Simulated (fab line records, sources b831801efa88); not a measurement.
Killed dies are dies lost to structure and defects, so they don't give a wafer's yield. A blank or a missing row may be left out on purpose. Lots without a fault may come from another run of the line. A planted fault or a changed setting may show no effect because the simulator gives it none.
Chamber matching | flow gf180mcu | GF_V2_ETCH_16 on rie_diel-03: 4 sister chambers
The step etches BARC in N2/H2. 8 wafers are shown with their chamber, then 7 later ones without.

WAFERS WITH THEIR CHAMBER
wafer  | chamber | drypump_motor_current_A (A) | throttle_valve_pct (%)
L083.1 | 2       | 6.29                        | 13.213
L083.6 | 1       | 5.78                        | 13.232
L084.4 | 2       | 6.32                        | 13.236
L086.1 | 0       | 5.74                        | 13.222
L086.4 | 3       | 5.57                        | 13.216
L086.5 | 3       | 5.57                        | 13.231
L087.1 | 0       | 5.75                        | 13.224
L087.2 | 1       | 5.79                        | 13.213

WAFERS WITHOUT THEIR CHAMBER
wafer  | drypump_motor_current_A (A) | throttle_valve_pct (%)
L087.6 | 6.30                        | 13.237
L096.1 | 6.25                        | 13.238
L096.3 | 5.57                        | 13.221
L096.6 | 5.77                        | 13.228
L095.4 | 6.25                        | 13.231
L095.5 | 5.78                        | 13.210
L095.6 | 6.30                        | 13.240

WHICH CHAMBER EACH WENT THROUGH
wafer  | from the rows above     | in truth
L087.6 | 2                       | 2
L096.1 | 2                       | 2
L096.3 | 3                       | 3
L096.6 | can't be placed: 1 or 0 | 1
L095.4 | 2                       | 2
L095.5 | 1                       | 1
L095.6 | 2                       | 2
Placed correctly: 6 of 7. Can't be placed from these rows: 1 (the true chamber is among the candidates in 1). Placed wrongly: 0.
How it was worked out, from the rows above alone: a wafer's distance from a chamber is the root of the sum, over the readings, of the square of ((its reading less the chamber's mean) divided by the reading's scatter). The wafer belongs to the nearest chamber; if the next one is less than 2 further off, it can't be placed. A chamber's mean is the mean of its shown wafers. The scatter: the root of (the sum of the squares of (reading less its chamber's mean) over the shown wafers, divided by (wafers less chambers)).
